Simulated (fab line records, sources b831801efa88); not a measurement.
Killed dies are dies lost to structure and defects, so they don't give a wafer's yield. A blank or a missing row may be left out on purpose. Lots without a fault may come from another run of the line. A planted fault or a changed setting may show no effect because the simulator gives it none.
Tool commonality check | flow gf180mcu | 12 lots, 36 wafers sampled

WHY IT WAS OPENED
At GF_HV_LDD_THK_MEAS_57 the reading HV_LDD_CVD_56_THK is flagged on 2 of 12 lots. Wafers without a fault read 90.2 nm, standard deviation 1.
Rule: a lot is flagged when every wafer of it that has a number lies more than 4 standard deviations from that mean, or none has a number. The other lots count as sound.

lot  | measured     | on            | HV_LDD_CVD_56_THK (nm), wafer by wafer | flag
L236 | day 12 22:44 | film_metro-01 | 87.8 87.7 87.0                         |
L238 | day 13 07:53 | film_metro-04 | 89.6 89.8 90.1                         |
L240 | day 14 04:05 | film_metro-02 | 88.8 89.4 89.8                         |
L241 | day 14 13:30 | film_metro-04 | 89.0 89.4 88.7                         |
L242 | day 14 18:08 | film_metro-04 | 90.1 89.5 89.2                         |
L243 | day 15 10:02 | film_metro-01 | 90.4 90.6 91.2                         |
L244 | day 15 16:38 | film_metro-04 | 90.4 91.0 91.0                         |
L249 | day 17 21:20 | film_metro-01 | 85.5 82.0 80.0                         | FLAGGED
L252 | day 18 10:46 | film_metro-01 | 82.4 84.0 85.0                         | FLAGGED
L254 | day 19 06:47 | film_metro-01 | 91.0 90.9 90.4                         |
L255 | day 19 15:29 | film_metro-01 | 90.4 90.7 90.8                         |
L257 | day 20 05:04 | film_metro-02 | 91.3 91.4 91.9                         |
The numbers of the flagged lots are 83.2 nm on average: -7.0 nm against the usual, or -7 standard deviations.

WHICH TOOL RAN EACH LOT
The record holds 1 process step before the reading, out of a route of 602 steps. In each cell: the tool, then ch and the chambers that the sampled wafers went through, then the start.
lot  | flag    | GF_HV_LDD_CVD_56
L236 |         | lpcvd-01 ch 0, day 12 21:18
L238 |         | lpcvd-02 ch 1, day 13 06:26
L240 |         | lpcvd-01 ch 0, day 14 02:38
L241 |         | lpcvd-01 ch 1, day 14 12:02
L242 |         | lpcvd-01 ch 1, day 14 16:43
L243 |         | lpcvd-02 ch 0, day 15 08:37
L244 |         | lpcvd-02 ch 1, day 15 15:10
L249 | FLAGGED | lpcvd-01 ch 0, day 17 19:54
L252 | FLAGGED | lpcvd-01 ch 0, day 18 09:20
L254 |         | lpcvd-02 ch 1, day 19 05:21
L255 |         | lpcvd-02 ch 1, day 19 14:03
L257 |         | lpcvd-02 ch 0, day 20 03:38
What these steps do:
- GF_HV_LDD_CVD_56: deposits Si3N4 from DCS/NH3, target thk 90 nm, time 1543 s.
- GF_HV_LDD_THK_MEAS_57

FLAGGED OVER TOTAL, TOOL BY TOOL (the gauges that took the reading come last)
step                  | tool          | lots run | flagged | share of the flagged lots | sound lots run after its first flagged lot
GF_HV_LDD_CVD_56      | lpcvd-01      | 6        | 2       | all                       | 0
GF_HV_LDD_CVD_56      | lpcvd-02      | 6        | 0       | none                      | -
GF_HV_LDD_THK_MEAS_57 | film_metro-01 | 6        | 2       | all                       | 2 (L254,L255)
GF_HV_LDD_THK_MEAS_57 | film_metro-02 | 2        | 0       | none                      | -
GF_HV_LDD_THK_MEAS_57 | film_metro-04 | 4        | 0       | none                      | -

WHAT THE TABLE ALLOWS
2 rows of the table ran every flagged lot: lpcvd-01 at GF_HV_LDD_CVD_56, film_metro-01 at GF_HV_LDD_THK_MEAS_57.
- lpcvd-01 at GF_HV_LDD_CVD_56: 2 of its 6 lots flagged. Its last sound lot is L242 (day 14 16:43), its first flagged lot L249 (day 17 19:54): a fault that began between those two fits. Its own readings lie more than 4 standard deviations out on every wafer of the flagged lots: spike_tc_centre_C, zone_power_centre_pct.
- film_metro-01 at GF_HV_LDD_THK_MEAS_57: 2 of its 6 lots flagged. Sound lots ran on it after the first flagged one (L254, L255), which a lasting fault on the whole tool wouldn't allow.
One tool is left: lpcvd-01 at GF_HV_LDD_CVD_56.

WHAT THE SIMULATOR HAD PUT IN
Process parameter drift: lpcvd-01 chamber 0, from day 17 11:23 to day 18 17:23, at GF_HV_LDD_CVD_56. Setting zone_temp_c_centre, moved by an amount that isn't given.
Lots struck among those shown: L249, L252. The rule above found the same.
